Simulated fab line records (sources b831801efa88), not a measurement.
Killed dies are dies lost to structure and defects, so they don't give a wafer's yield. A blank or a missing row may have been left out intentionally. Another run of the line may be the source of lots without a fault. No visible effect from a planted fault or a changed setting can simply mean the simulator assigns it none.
Code-filled problem report in 8D (eight disciplines) form ; flow sky130 ; the parts of the form that need people (team, actions taken, sign-off) are left out

## 1. THE PROBLEM
Across 3 wafers from 2 lots, RES_XHIGH_RS at SKY_SD_N_RS_MEAS_18 averages 347.2 ohm/sq, while fault-free wafers read 333.6 ohm/sq with a standard deviation of 1.3. That puts it +10 standard deviations away from the usual mean.
The step: measures by four-point-probe.
First seen on wafer L913.4, day 33 04:45, on film_metro-04. The record has a number at this step for 36 wafers belonging to 12 lots. Rule for "out", or "out of limits": more than 4 standard deviations from the usual mean. The other wafers with a number count as sound.

## 2. WHAT IT IS, AND WHAT IT ISN'T
question;is;is not
which readings at this step;RES_XHIGH_RS;-
which lots;L913, L916;L898, L899, L901, L905, L906, L907, L912, L914, L917, L919
which wafers of those lots;L913.4, L916.4, L916.6;L913.2, L913.3, L916.3
read on which gauges;film_metro-02, film_metro-04;film_metro-03
when;from day 33 04:45;"up to then (23 sound wafers); but 10 sound wafers of L914, L916, L917, L919 came after"

## 3. SUSPECTS, AND WHAT RULES EACH OUT
Counting: if a tool at a process step up to the reading ran every lot that is out, it stays a suspect. Sound lots after the first of them don't rule it out here, since some wafers of a struck lot are sound.
- the gauge at SKY_SD_N_RS_MEAS_18 has been ruled out. 2 gauges (film_metro-02, film_metro-04) read the wafers that are out.
- rie_diel-03 at SKY_POLY_CUT_ETCH_10 (etches BARC in N2/H2, stops on SiO2, time 45.9 s, target depth 60 nm): kept. Every lot that is out went through it, the first being L913 (day 29 17:34); the last sound lot it ran before that was L906 (day 26 22:46).
- implanter-02 at SKY_RES_XHIGH_IMPLANT_07: kept. Every lot that is out went through it, the first being L913 (day 32 00:14); the last sound lot it ran before that was L912 (day 31 21:56).
Remaining after the count are rie_diel-03 at SKY_POLY_CUT_ETCH_10 and implanter-02 at SKY_RES_XHIGH_IMPLANT_07.

## 4. THE CAUSE (what the simulator had put in)
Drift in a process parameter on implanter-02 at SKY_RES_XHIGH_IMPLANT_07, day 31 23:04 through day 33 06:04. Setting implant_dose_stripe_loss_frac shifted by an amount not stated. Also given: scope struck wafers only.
This tool is one of the 2 suspects left after counting.

## 5. THE CHAIN OF EFFECTS, in route order
Rows list readings where the struck wafers' mean (over those with a number) sits beyond 3 standard deviations from the usual. Readings are gone through only where the record gives a usual standard deviation; hours: the median, over the lots, of the time from a lot's start at the first step in this table giving one to that lot's start at this step; sigmas: the change measured in usual standard deviations.
hours;step;reading;usual;on struck wafers;change;sigmas
0;SKY_SD_N_RS_MEAS_18;RES_XHIGH_RS;333.6 ohm/sq;347.2;+13.6;+10

## 6. WHAT WOULD HAVE CAUGHT IT SOONER
The first out-of-limits reading at a measuring or inspecting step in this record came at day 33 04:45, 30 hours after the fault's start at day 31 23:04.
By day 33 04:45, every lot that is out (2) had started SKY_RES_XHIGH_IMPLANT_07 on implanter-02. A hold on the tool at that time would have spared none of them.
